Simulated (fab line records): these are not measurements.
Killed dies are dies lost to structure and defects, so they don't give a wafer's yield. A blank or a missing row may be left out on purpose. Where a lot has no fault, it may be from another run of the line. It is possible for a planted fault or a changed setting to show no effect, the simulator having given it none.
fab line records	flow sky130
record lots=7	wafers=20	lastDay=50
route steps=708 shown FIELD_ISO@3 NWELL@32 DNWELL@35 PWDE@52
lots that met no fault: from a run of the same line without faults
startH: hours from the record's opening day to when the first of the lot's shown wafers began	waitH: hours since the lot's step before	" repeats the value in the row above	L1.1+2: several wafers, shown together as one row	- no value present, or no start provided	* or withheld: withheld	< > ~ a bound
route shown NAME@n: names a module that has steps shown in the file, with the first one's number in the route	usual: mean and standard deviation over wafers with no fault	same: alike in all rows	chamber/n: place in a boat	sites: readings site by site	_std_site: their standard deviation	_edge_site: mean of outer sites minus mean of inner sites	radiusMm: how far each site lies from the wafer's centre	mask NAME#n: copy n	behind: tool/chamber where the wafer was last shaped	hold: the reason the lot was held/the length of the hold in hours/how it ended	device: the n, p or np transistor that did not switch	end of line: the route-end tests of the same wafers	step lacking rows: just its recipe	killed: dies lost to structure and defects at the first sort, not the wafer's yield	map: shows each die of a wafer: x if killed, . if not, _ if none is there
set.NAME: the setting that was run; set.NAME@STEP: the one run at that earlier step	model.NAME: the simulator's own value behind a step, which no gauge read
lots at selected steps of the route; one table per step, one row per wafer
services: a tool's chamber out of use, with start hour (startH, from the record's first day; less than 0 if before it), hours out, and reason
## steps
# step SKY_FIELD_ISO_THK_MEAS_02
# recipe reads=SiO2_of_FIELD_ISO_OXIDATION_01
# usual FIELD_ISO_OXIDATION_00_THK=12.15/0.19
lot.wafer	tool	chamber	startH	waitH	FIELD_ISO_OXIDATION_00_THK[nm]
L941.2	filmMetro-04	-	37.08	0.0	12.60
L941.4	"	-	"	"	12.48
L941.6	"	-	"	"	12.64
L945.2	filmMetro-04	-	57.30	0.0	11.74
L945.3	"	-	"	"	12.03
L945.6	"	-	"	"	11.97
L948.1	filmMetro-04	-	72.08	0.4	12.02
L948.2	"	-	"	"	12.00
L948.3	"	-	"	"	12.02
L949.2	filmMetro-03	-	76.64	0.0	12.15
L949.3	"	-	"	"	12.04
L949.5	"	-	"	"	12.00
L952.4	filmMetro-04	-	95.05	0.0	11.99
L952.5	"	-	"	"	12.19
L953.2	filmMetro-03	-	98.48	0.0	12.19
L953.3	"	-	"	"	12.16
L953.5	"	-	"	"	12.01
L956.1	filmMetro-04	-	112.36	0.0	12.30
L956.2	"	-	"	"	12.02
L956.6	"	-	"	"	12.02
# step SKY_FIELD_ISO_CVD_03
# recipe material=Si3N4	precursor=DCS/NH3	targetThkNm=165	tempC=770	timeS=2830	pressureMtorr=250
# step SKY_FIELD_ISO_THK_MEAS_04
# recipe reads=Si3N4_of_FIELD_ISO_CVD_03
# usual FIELD_ISO_CVD_03_THK=164.9/1.7
lot.wafer	tool	chamber	startH	waitH	FIELD_ISO_CVD_03_THK[nm]
L941.2	filmMetro-04	-	41.26	0.0	166.2
L941.4	"	-	"	"	167.7
L941.6	"	-	"	"	167.1
L945.2	filmMetro-01	-	62.96	0.0	164.4
L945.3	"	-	"	"	162.8
L945.6	"	-	"	"	163.2
L948.1	filmMetro-01	-	74.33	0.0	162.6
L948.2	"	-	"	"	161.3
L948.3	"	-	"	"	162.4
L949.2	filmMetro-04	-	78.49	0.0	165.7
L949.3	"	-	"	"	164.6
L949.5	"	-	"	"	164.5
L952.4	filmMetro-01	-	96.89	0.0	165.3
L952.5	"	-	"	"	166.9
L953.2	filmMetro-04	-	100.33	0.0	163.9
L953.3	"	-	"	"	164.0
L953.5	"	-	"	"	163.5
L956.1	filmMetro-03	-	114.21	0.0	166.0
L956.2	"	-	"	"	164.4
L956.6	"	-	"	"	164.6
# step SKY_FIELD_ISO_DEHYDRATE_05
# recipe tempC=200	timeS=60
# step SKY_FIELD_ISO_HMDS_06
# recipe primeTimeS=60	primeTempC=120
# step SKY_FIELD_ISO_COAT_07
# recipe resist=BARC	tempC=withheld	timeS=withheld	spinRpm=3000	resistThkNm=60
# step SKY_FIELD_ISO_COAT_08
# recipe resist=KrF-thick	spinRpm=3000	resistThkNm=450
# step SKY_FIELD_ISO_SOFTBAKE_09
# recipe tempC=100	timeS=90	resist=KrF-thick
# step SKY_FIELD_ISO_EXPOSE_10
# recipe maskId=FOM	na=0.68	sourceShape=annular	sigmaInner=0.4	sigmaOuter=0.8	targetCdNm=150	doseMj=28
# step SKY_FIELD_ISO_PEB_11
# recipe pebTempC=withheld	pebTimeS=withheld	resist=KrF-thick
# step SKY_FIELD_ISO_DEVELOP_12
# recipe developTimeS=60	resist=KrF-thick	devTempC=21
# step SKY_FIELD_ISO_CD_MEAS_13
# recipe targetCdNm=150
# usual cdNm=149.7/1.4
lot.wafer	tool	chamber	startH	waitH	cdNm
L941.2	cdSem-02	-	57.25	-	149.3
L941.4	"	-	"	"	149.4
L941.6	"	-	"	"	149.0
L945.2	cdSem-02	-	79.87	-	149.9
L945.3	"	-	"	"	149.4
L945.6	"	-	"	"	150.1
L948.1	cdSem-02	-	91.36	-	147.9
L948.2	"	-	"	"	149.0
L948.3	"	-	"	"	146.6
L949.2	cdSem-01	-	95.13	-	149.1
L949.3	"	-	"	"	149.1
L949.5	"	-	"	"	150.0
L952.4	cdSem-01	-	115.51	-	150.3
L952.5	"	-	"	"	151.5
L953.2	cdSem-02	-	118.78	-	150.4
L953.3	"	-	"	"	150.5
L953.5	"	-	"	"	150.2
L956.1	cdSem-02	-	133.25	-	150.8
L956.2	"	-	"	"	151.5
L956.6	"	-	"	"	148.9
# step SKY_FIELD_ISO_ETCH_14
# recipe chemistry=N2/H2	target=BARC	ionEnergyEv=200	sourceW=500	biasW=100	pressureMtorr=30	n2FlowSccm=100	h2FlowSccm=200	stopOn=SiO2	timeS=45.9	targetDepthA=600
# usual drypumpMotorCurrentA=6.0/0.35	oesProductAu=0.854/0.0045	throttleValvePct=13.225/0.0092
lot.wafer	tool	chamber	startH	waitH	drypumpMotorCurrentA	oesProductAu	rfHoursCounterH	throttleValvePct	model.KrF-thick_of_FIELD_ISO_COAT_08.thkNm	model.etch.depthNm	model.FIELD_ISO.cdNm
L941.2	rieDiel-04	2	57.35	0.1	5.4	0.857	119	13.220	394.1	60.1	150.9
L941.4	"	2	"	"	5.4	0.850	-	13.215	396.4	59.96	151.5
L941.6	"	0	"	"	5.7	0.852	-	13.229	394.7	59.98	148.7
L945.2	rieDiel-01	1	79.97	0.1	6.0	0.848	143	13.226	392.5	60.08	150.2
L945.3	"	0	"	"	5.9	0.857	10	13.220	391.9	60.17	150.9
L945.6	"	1	"	"	6.0	0.856	-	13.230	392.2	59.87	150.3
L948.1	rieDiel-01	2	91.48	0.1	5.7	0.857	87	13.236	391.8	60.25	148.3
L948.2	"	3	"	"	6.4	0.855	160	13.226	393	60.22	148.8
L948.3	"	0	"	"	5.8	0.721	10	13.214	411	42.91	151.6
L949.2	rieDiel-04	2	95.23	0.1	5.4	0.859	120	13.227	392.4	59.8	149.7
L949.3	"	0	"	"	5.6	0.850	7	13.228	391.1	59.97	148.8
L949.5	"	0	"	"	5.7	0.856	-	13.228	391.2	60	149.3
L952.4	rieDiel-01	0	115.57	0.0	5.8	0.854	11	13.223	393.3	60.36	151.2
L952.5	"	3	"	"	6.4	0.708	-	13.205	415.3	41.98	154.7
L953.2	rieDiel-01	0	118.88	0.1	5.8	0.848	11	13.232	389.9	59.53	152.1
L953.3	"	2	"	"	5.6	0.713	88	13.204	409.4	41.96	154.6
L953.5	"	2	"	"	5.6	0.721	-	13.226	409.3	42.3	153.9
L956.1	rieDiel-02	3	133.37	0.1	6.5	0.849	3	13.220	393.1	59.87	151.6
L956.2	"	0	"	"	6.3	0.856	5	13.231	392.2	59.94	152
L956.6	"	3	"	"	6.5	0.854	-	13.226	393.3	60.2	149.7
# step SKY_FIELD_ISO_ETCH_15
# recipe chemistry=CHF3/O2	targetDepthNm=180	stopOn=Si	sourceW=600	biasW=200	pressureMtorr=40	chf3FlowSccm=50	O2_flow_sccm=5	timeS=72
# usual drypumpMotorCurrentA=6.0/0.35	oesProductAu=0.946/0.0072	throttleValvePct=8.844/0.0089
lot.wafer	tool	chamber	startH	waitH	drypumpMotorCurrentA	oesProductAu	rfHoursCounterH	throttleValvePct	model.KrF-thick_of_FIELD_ISO_COAT_08.thkNm
L941.2	rieDiel-04	2	57.39	0.0	5.4	0.954	119	8.840	239.9
L941.4	"	2	"	"	5.4	0.955	-	8.845	241.9
L941.6	"	0	"	"	5.7	0.952	-	8.841	238.9
L945.2	rieDiel-01	1	80.01	0.0	6.1	0.941	143	8.837	238.7
L945.3	"	0	"	"	5.8	0.937	10	8.865	234.2
L945.6	"	1	"	"	6.0	0.940	-	8.840	236.7
L948.1	rieDiel-01	2	91.52	0.0	5.6	0.947	87	8.836	236.7
L948.2	"	3	"	"	6.4	0.935	160	8.827	238.9
L948.3	"	0	"	"	5.9	0.373	10	8.667	254.1
L949.2	rieDiel-04	2	95.27	0.0	5.4	0.944	120	8.845	237.2
L949.3	"	0	"	"	5.6	0.949	7	8.854	235.9
L949.5	"	0	"	"	5.6	0.947	-	8.845	236.7
L952.4	rieDiel-01	0	115.61	0.0	5.8	0.947	11	8.852	234.7
L952.5	"	3	"	"	6.4	0.373	-	8.680	260.5
L953.2	rieDiel-01	0	118.92	0.0	5.9	0.934	11	8.835	230.2
L953.3	"	2	"	"	5.6	0.369	88	8.667	253.6
L953.5	"	2	"	"	5.6	0.371	-	8.665	253.7
L956.1	rieDiel-02	3	133.41	0.0	6.5	0.945	3	8.850	238.9
L956.2	"	0	"	"	6.4	0.939	5	8.845	234.6
L956.6	"	3	"	"	6.5	0.955	-	8.857	238.1
# step SKY_FIELD_ISO_STRIP_16
# recipe chemistry=O2/N2	powerW=1400	pressureMtorr=1500	platenTempC=withheld	o2FlowSccm=3000	n2FlowSccm=300	overashFraction=0.5
# usual drypumpMotorCurrentA=5.8/0.44	oesProductAu=0.378/0.0046	stripTimeToEndpointS=3.540/0.029
lot.wafer	tool	chamber	startH	waitH	drypumpMotorCurrentA	oesProductAu	rfHoursCounterH	stripTimeToEndpointS
L941.2	plasmaAsher-04	1	57.45	0.0	6.2	0.375	37	3.597
L941.4	"	0	"	"	4.8	0.382	-	3.612
L941.6	"	1	"	"	6.2	0.383	-	3.581
L945.2	plasmaAsher-01	1	80.07	0.0	6.3	0.378	26	3.575
L945.3	"	0	"	"	5.2	0.376	-	3.531
L945.6	"	0	"	"	5.2	0.372	-	3.551
L948.1	plasmaAsher-02	0	91.58	0.0	6.0	0.381	41	3.565
L948.2	"	1	"	"	5.8	0.374	41	3.580
L948.3	"	0	"	"	6.0	0.391	-	3.718
L949.2	plasmaAsher-01	1	95.33	0.0	6.3	0.381	28	3.548
L949.3	"	1	"	"	6.3	0.381	-	3.541
L949.5	"	1	"	"	6.3	0.387	-	3.541
L952.4	plasmaAsher-02	1	115.70	0.1	5.8	0.369	-	3.544
L952.5	"	1	"	"	5.8	0.387	-	3.811
L953.2	plasmaAsher-02	0	118.98	0.0	6.0	0.381	44	3.487
L953.3	"	0	"	"	6.0	0.387	-	3.716
L953.5	"	1	"	"	5.8	0.387	-	3.731
L956.1	plasmaAsher-02	0	133.47	0.0	6.0	0.380	45	3.573
L956.2	"	1	"	"	5.8	0.382	45	3.551
L956.6	"	0	"	"	6.0	0.383	-	3.574
# step SKY_FIELD_ISO_ETCH_17
# recipe targetDepthA=3420	maskMaterial=Si3N4	chemistry=HBr/Cl2/O2	target=Si	taperDeg=5	icpW=600	biasW=150	pressureMtorr=15	HBr_flow_sccm=150	Cl2_flow_sccm=40	O2_flow_sccm=6	timeS=97.7
# usual drypumpMotorCurrentA=5.8/0.43	oesProductAu=0.995/0.0084	throttleValvePct=25.658/0.011
lot.wafer	tool	chamber	startH	waitH	drypumpMotorCurrentA	oesProductAu	rfHoursCounterH	throttleValvePct	model.FIELD_ISO.cdNm
L941.2	rieSi-02	2	57.55	0.1	5.1	1.005	1	25.650	151.6
L941.4	"	3	"	"	6.3	0.998	2	25.653	152.2
L941.6	"	2	"	"	5.1	0.996	-	25.642	148
L945.2	rieSi-02	3	80.17	0.1	6.3	1.008	2	25.639	151.1
L945.3	"	1	"	"	5.8	1.006	75	25.659	152.3
L945.6	"	1	"	"	5.8	1.001	-	25.634	151.6
L948.1	rieSi-01	1	91.68	0.1	5.9	0.999	101	25.664	148.8
L948.2	"	0	"	"	6.4	0.982	122	25.673	149.1
L948.3	"	2	"	"	5.9	1.001	133	25.653	152.1
L949.2	rieSi-02	0	95.43	0.1	5.1	0.989	3	25.655	149.2
L949.3	"	3	"	"	6.3	1.004	2	25.638	147.2
L949.5	"	2	"	"	5.1	0.990	-	25.661	148.1
L952.4	rieSi-01	1	115.77	0.0	5.9	1.003	101	25.665	151.9
L952.5	"	2	"	"	5.9	0.999	-	25.645	155.2
L953.2	rieSi-02	3	119.08	0.1	6.3	1.004	2	25.645	152.1
L953.3	"	2	"	"	5.1	0.995	1	25.636	154.7
L953.5	"	0	"	"	5.1	0.988	-	25.672	153.8
L956.1	rieSi-01	3	133.57	0.1	5.8	0.987	0	25.658	150.8
L956.2	"	1	"	"	5.8	0.991	102	25.672	152.7
L956.6	"	0	"	"	6.4	0.983	-	25.645	149.1
# step SKY_FIELD_ISO_WET_ETCH_18
# recipe chemistry=H3PO4	targetDepthNm=25	tempC=160	target=Si3N4	timeS=286
# step SKY_FIELD_ISO_CLEAN_19
# recipe chemistry=SC1/SC2	mix=1:4:20	tempC=70	timeS=150
# step SKY_FIELD_ISO_CLEAN_20
# recipe chemistry=dHF	timeS=20	dilution=100:1
# step SKY_FIELD_ISO_WET_ETCH_21
# recipe chemistry=dHF	dilution=100:1	targetDepthNm=20	dry=ipaMarangoni	target=SiO2	tempC=25	timeS=400
# step SKY_FIELD_ISO_OXIDATION_22
# recipe tempC=950	ambient=O2	stabiliseS=600	purgeS=300	targetThkA=100	oxTimeS=623
# step SKY_FIELD_ISO_THK_MEAS_23
# recipe reads=SiO2_of_FIELD_ISO_OXIDATION_22
# usual FIELD_ISO_OXIDATION_01_THK=10.16/0.2
lot.wafer	tool	chamber	startH	waitH	FIELD_ISO_OXIDATION_01_THK[nm]
L941.2	filmMetro-03	-	59.31	0.0	10.33
L941.4	"	-	"	"	10.41
L941.6	"	-	"	"	10.27
L945.2	filmMetro-01	-	83.57	0.0	10.45
L945.3	"	-	"	"	10.29
L945.6	"	-	"	"	10.49
L948.1	filmMetro-04	-	94.30	0.0	9.97
L948.2	"	-	"	"	10.03
L948.3	"	-	"	"	9.87
L949.2	filmMetro-01	-	99.09	0.0	10.32
L949.3	"	-	"	"	10.42
L949.5	"	-	"	"	10.48
L952.4	filmMetro-03	-	117.83	0.0	10.16
L952.5	"	-	"	"	10.39
L953.2	filmMetro-04	-	120.68	0.0	10.07
L953.3	"	-	"	"	10.12
L953.5	"	-	"	"	10.18
L956.1	filmMetro-04	-	136.62	0.0	10.03
L956.2	"	-	"	"	9.97
L956.6	"	-	"	"	10.11
# step SKY_FIELD_ISO_CVD_24
# recipe material=SiO2	targetThkNm=595	tempC=650	sigmaOpenFrac=0.3	timeS=99.2	sih4FlowSccm=60	pressureMtorr=6
# step SKY_FIELD_ISO_THK_MEAS_25
# recipe reads=SiO2_of_FIELD_ISO_CVD_24
# usual FIELD_ISO_CVD_24_THK=595/6.7
lot.wafer	tool	chamber	startH	waitH	FIELD_ISO_CVD_24_THK[nm]
L941.2	filmMetro-01	-	59.44	0.0	595
L941.4	"	-	"	"	596
L941.6	"	-	"	"	589
L945.2	filmMetro-04	-	83.70	0.0	599
L945.3	"	-	"	"	597
L945.6	"	-	"	"	597
L948.1	filmMetro-04	-	94.44	0.0	591
L948.2	"	-	"	"	603
L948.3	"	-	"	"	605
L949.2	filmMetro-04	-	99.22	0.0	595
L949.3	"	-	"	"	594
L949.5	"	-	"	"	593
L952.4	filmMetro-04	-	117.97	0.0	605
L952.5	"	-	"	"	603
L953.2	filmMetro-03	-	120.81	0.0	594
L953.3	"	-	"	"	600
L953.5	"	-	"	"	598
L956.1	filmMetro-01	-	136.75	0.0	599
L956.2	"	-	"	"	599
L956.6	"	-	"	"	591
# step SKY_FIELD_ISO_ANNEAL_26
# recipe tempC=1000	timeS=1800	ambient=N2
# step SKY_FIELD_ISO_CMP_27
# recipe stopOn=Si3N4	tOverpolishS=16	downForcePsi=4	platenRpm=60	targetThkNm=457.8	padVelocityMS=0.94248
# usual motorCurrentA=12.4/1.2	platenRpm=60.00/0.036
lot.wafer	tool	chamber	startH	waitH	motorCurrentA	platenRpm
L941.4	cmp-01	3	61.58	0.1	13.1	60.01
L941.2	"	0	"	"	13.2	59.89
L941.6	"	3	"	"	12.9	59.99
L945.2	cmp-01	0	88.05	0.1	13.2	60.05
L945.3	"	1	"	"	12.9	60.00
L945.6	"	0	"	"	12.7	59.94
L948.1	cmp-02	2	97.91	0.0	12.5	59.96
L948.3	"	3	"	"	13.7	59.99
L948.2	"	0	"	"	11.5	59.95
L949.2	cmp-02	2	101.98	0.1	12.4	60.03
L949.3	"	3	"	"	13.9	60.00
L949.5	"	1	"	"	10.5	59.98
L952.4	cmp-02	2	119.50	0.0	12.7	59.99
L952.5	"	3	"	"	13.1	59.96
L953.2	cmp-02	2	123.56	0.0	12.7	60.04
L953.3	"	3	"	"	13.6	59.97
L953.5	"	2	"	"	12.6	60.06
L956.1	cmp-01	3	141.07	0.1	13.9	59.99
L956.2	"	0	"	"	12.6	60.02
L956.6	"	3	"	"	14.2	59.96
# step SKY_FIELD_ISO_WET_ETCH_28
# recipe chemistry=dHF	targetDepthNm=23.7	target=SiO2	dilution=10:1	tempC=25	timeS=47
# step SKY_FIELD_ISO_WET_ETCH_29
# recipe chemistry=H3PO4	targetDepthNm=160	target=Si3N4	tempC=160	timeS=1825
# step SKY_FIELD_ISO_WET_ETCH_30
# recipe chemistry=dHF	targetDepthNm=25	target=SiO2	dilution=10:1	tempC=25	timeS=50
# step SKY_NWELL_CLEAN_00
# recipe chemistry=SC1/SC2	mix=1:4:20	tempC=70	timeS=150	dry=n2Spin
# step SKY_NWELL_OXIDATION_01
# recipe tempC=900	ambient=O2	stabiliseS=600	purgeS=300	targetThkA=100	oxTimeS=1418
# step SKY_NWELL_THK_MEAS_02
# recipe reads=SiO2_of_NWELL_OXIDATION_01
# usual NWELL_OXIDATION_THK=10.18/0.18
lot.wafer	tool	chamber	startH	waitH	NWELL_OXIDATION_THK[nm]
L941.2	filmMetro-04	-	65.79	0.0	10.40
L941.4	"	-	"	"	10.16
L941.6	"	-	"	"	10.33
L945.2	filmMetro-03	-	93.51	0.0	10.18
L945.3	"	-	"	"	10.13
L945.6	"	-	"	"	10.21
L948.1	filmMetro-04	-	101.40	0.0	10.18
L948.2	"	-	"	"	10.34
L948.3	"	-	"	"	10.09
L949.2	filmMetro-03	-	104.51	0.0	10.26
L949.3	"	-	"	"	10.30
L949.5	"	-	"	"	10.33
L952.4	filmMetro-02	-	122.09	0.0	10.26
L952.5	"	-	"	"	10.41
L953.2	filmMetro-03	-	126.12	0.0	10.02
L953.3	"	-	"	"	9.94
L953.5	"	-	"	"	10.07
L956.1	filmMetro-02	-	143.93	0.0	9.81
L956.2	"	-	"	"	9.81
L956.6	"	-	"	"	9.74
# step SKY_DNWELL_DEHYDRATE_00
# recipe tempC=200	timeS=60
# step SKY_DNWELL_HMDS_01
# recipe primeTimeS=60	primeTempC=120
# step SKY_DNWELL_COAT_02
# recipe spinRpm=2000	resistThkNm=3000
# step SKY_DNWELL_SOFTBAKE_03
# recipe tempC=110	timeS=withheld
# step SKY_DNWELL_EXPOSE_04
# recipe maskId=DNM	na=0.57	targetCdNm=3000	doseMj=222
# step SKY_DNWELL_PEB_05
# recipe tempC=115	timeS=withheld
# step SKY_DNWELL_DEVELOP_06
# recipe wallAngleDeg=90	developer=TMAH	developTimeS=60	devTempC=23
# step SKY_DNWELL_IMPLANT_07
# recipe species=P	energyKev=withheld	doseCm2=withheld	tiltDeg=withheld
# step SKY_DNWELL_STRIP_08
# recipe chemistry=O2/N2	powerW=1400	pressureMtorr=1500	platenTempC=withheld	o2FlowSccm=3000	n2FlowSccm=300	overashFraction=0.5
# usual drypumpMotorCurrentA=5.5/0.6	oesProductAu=0.723/0.0043	stripTimeToEndpointS=36.91/0.1
lot.wafer	tool	chamber	startH	waitH	drypumpMotorCurrentA	oesProductAu	rfHoursCounterH	stripTimeToEndpointS
L941.2	plasmaAsher-01	0	82.14	0.1	5.2	0.721	26	36.78
L941.4	"	0	"	"	5.1	0.717	-	36.83
L941.6	"	0	"	"	5.2	0.718	-	36.74
L945.2	plasmaAsher-03	1	111.05	0.1	5.8	0.729	45	37.02
L945.3	"	1	"	"	5.8	0.720	-	36.97
L945.6	"	0	"	"	4.9	0.720	-	36.93
L948.1	plasmaAsher-04	0	119.26	0.1	4.8	0.731	0	36.88
L948.2	"	1	"	"	6.2	0.722	0	36.93
L948.3	"	1	"	"	6.2	0.719	-	37.00
L949.2	plasmaAsher-03	1	122.84	0.1	5.8	0.721	46	37.05
L949.3	"	0	"	"	4.8	0.723	-	36.92
L949.5	"	0	"	"	4.8	0.726	-	36.92
L952.4	plasmaAsher-01	1	140.52	0.1	6.3	0.729	-	36.99
L952.5	"	1	"	"	6.3	0.713	-	36.94
L953.2	plasmaAsher-04	0	145.11	0.1	4.9	0.728	3	36.99
L953.3	"	1	"	"	6.2	0.725	-	37.07
L953.5	"	0	"	"	4.9	0.722	-	37.00
L956.1	plasmaAsher-03	1	162.95	0.1	5.9	0.721	50	37.01
L956.2	"	0	"	"	4.8	0.733	50	36.94
L956.6	"	1	"	"	5.8	0.718	-	36.93
# step SKY_DNWELL_TW_MEAS_09
# usual DNWELL_TW=1121/5.8
lot.wafer	tool	chamber	startH	waitH	DNWELL_TW
L941.2	filmMetro-03	-	82.25	0.1	1110
L941.4	"	-	"	"	1112
L941.6	"	-	"	"	1113
L945.2	filmMetro-04	-	111.16	0.1	1120
L945.3	"	-	"	"	1118
L945.6	"	-	"	"	1123
L948.1	filmMetro-03	-	119.36	0.1	1122
L948.2	"	-	"	"	1124
L948.3	"	-	"	"	1122
L949.2	filmMetro-04	-	122.95	0.1	1117
L949.3	"	-	"	"	1125
L949.5	"	-	"	"	1118
L952.4	filmMetro-04	-	140.62	0.1	1122
L952.5	"	-	"	"	1124
L953.2	filmMetro-04	-	145.22	0.1	1122
L953.3	"	-	"	"	1133
L953.5	"	-	"	"	1134
L956.1	filmMetro-04	-	163.05	0.1	1132
L956.2	"	-	"	"	1124
L956.6	"	-	"	"	1125
# step SKY_PWDE_OVL_MEAS_07
# usual PWDE_OVL=0.8/1.5
lot.wafer	tool	chamber	startH	waitH	PWDE_OVL[nm]
L941.2	overlay-01	-	98.44	-	2.9
L941.4	"	-	"	"	0.1
L941.6	"	-	"	"	2.7
L945.2	overlay-01	-	130.04	-	1.4
L945.3	"	-	"	"	-0.1
L945.6	"	-	"	"	3.8
L948.1	overlay-01	-	138.13	-	0.0
L948.2	"	-	"	"	0.5
L948.3	"	-	"	"	-
L949.2	overlay-01	-	141.94	-	-1.4
L949.3	"	-	"	"	-1.4
L949.5	"	-	"	"	-0.5
L952.4	overlay-02	-	159.59	-	-1.2
L952.5	"	-	"	"	-
L953.2	overlay-02	-	165.03	-	0.1
L953.3	"	-	"	"	-
L953.5	"	-	"	"	-
L956.1	overlay-02	-	183.93	-	2.5
L956.2	"	-	"	"	0.7
L956.6	"	-	"	"	-0.8
# step SKY_NWELL_OVL_MEAS_10
# usual NWELL_00_OVL=-1.1/1.5
lot.wafer	tool	chamber	startH	waitH	NWELL_00_OVL[nm]
L941.2	overlay-02	-	117.17	-	-1.0
L941.4	"	-	"	"	-0.8
L941.6	"	-	"	"	0.2
L945.2	overlay-02	-	148.63	-	-0.8
L945.3	"	-	"	"	-1.8
L945.6	"	-	"	"	-1.5
L948.1	overlay-01	-	157.01	-	1.1
L948.2	"	-	"	"	-0.1
L948.3	"	-	"	"	-
L949.2	overlay-01	-	160.39	-	-1.6
L949.3	"	-	"	"	-2.0
L949.5	"	-	"	"	-2.7
L952.4	overlay-02	-	180.74	-	-1.3
L952.5	"	-	"	"	-
L953.2	overlay-02	-	186.47	-	-1.2
L953.3	"	-	"	"	-
L953.5	"	-	"	"	-
L956.1	overlay-01	-	205.24	-	-1.8
L956.2	"	-	"	"	-0.9
L956.6	"	-	"	"	-1.8
## services
tool	chamber	startH	hours	kind
plasmaAsher-01	-	40.36	2.8	repair
plasmaAsher-01	-	46.68	3.9	repair
rieDiel-04	3	47.11	-	clean
rieDiel-04	3	47.11	29.0	scheduledDown
rieDiel-04	3	47.11	29.0	ventCycle
cmp-01	-	48.62	2.6	repair
cmp-02	-	64.00	4.0	pm
cmp-02	-	68.00	-	consumableReplace:conditioner
rieDiel-04	2	85.05	5.5	repair
plasmaAsher-04	-	85.45	5.4	repair
plasmaAsher-01	-	98.83	3.3	repair
rieDiel-04	2	100.21	11.9	repair
plasmaAsher-04	-	108.75	9.0	pm
cmp-02	-	124.09	3.0	pm
rieDiel-04	-	124.58	0.5	repair
rieSi-01	-	126.72	5.7	repair
rieDiel-01	3	128.29	-	clean
rieDiel-01	3	128.29	12.1	scheduledDown
rieDiel-01	3	128.29	12.1	ventCycle
cmp-02	-	129.73	0.6	repair
rieDiel-04	1	131.29	4.0	repair
plasmaAsher-02	-	142.00	11.0	repair
plasmaAsher-04	-	147.76	0.4	repair
rieDiel-02	0	153.76	5.0	repair
## key
firstSign step=SKY_FIELD_ISO_ETCH_14	reading=oesProductAu	direction=down	sigmas=30	usual=0.854	struck=0.716
effect step=SKY_FIELD_ISO_ETCH_15	reading=oesProductAu	direction=down	sigmas=80	usual=0.946	struck=0.372
effect step=SKY_FIELD_ISO_STRIP_16	reading=stripTimeToEndpointS	direction=up	sigmas=6.9	usual=*	struck=*
effect step=SKY_PWDE_OVL_MEAS_07	reading=PWDE_OVL	direction=missing
effect step=SKY_NWELL_OVL_MEAS_10	reading=NWELL_00_OVL	direction=missing
modelEffect step=SKY_FIELD_ISO_ETCH_14	value=KrF-thick_of_FIELD_ISO_COAT_08.thkNm	without=391.6	struck=411.2
modelEffect step=SKY_FIELD_ISO_ETCH_15	value=KrF-thick_of_FIELD_ISO_COAT_08.thkNm	without=235.8	struck=255.5
modelEffect step=SKY_FIELD_ISO_ETCH_17	value=FIELD_ISO.cdNm	without=150	struck=153.9
metAt SKY_FIELD_ISO_ETCH_14
struckWafers L948.3,L952.5,L953.3,L953.5
sortLeftOut L948.3,L952.5,L953.3,L953.5
testerLeftOut L948,L952,L953
onsetBetween 79.97 91.48
fault kind=processParameterDrift	tool=rieDiel-01	chamber=-	onsetH=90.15	steps=SKY_FIELD_ISO_ETCH_14	channel=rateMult	offset=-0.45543	shape=step	endH=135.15	scope=struckWafersOnly
# testerLeftOut: of these lots the tester's yield and bins aren't shown, on N5 and GAA mostly nor the transistor test; their killed dies are dies lost to structure and defects alone, not to doping, threshold or leakage, so they don't give the yield
# sortLeftOut: the simulated sort isn't trusted on such a fault, so these wafers' sort isn't shown, and their yield isn't known
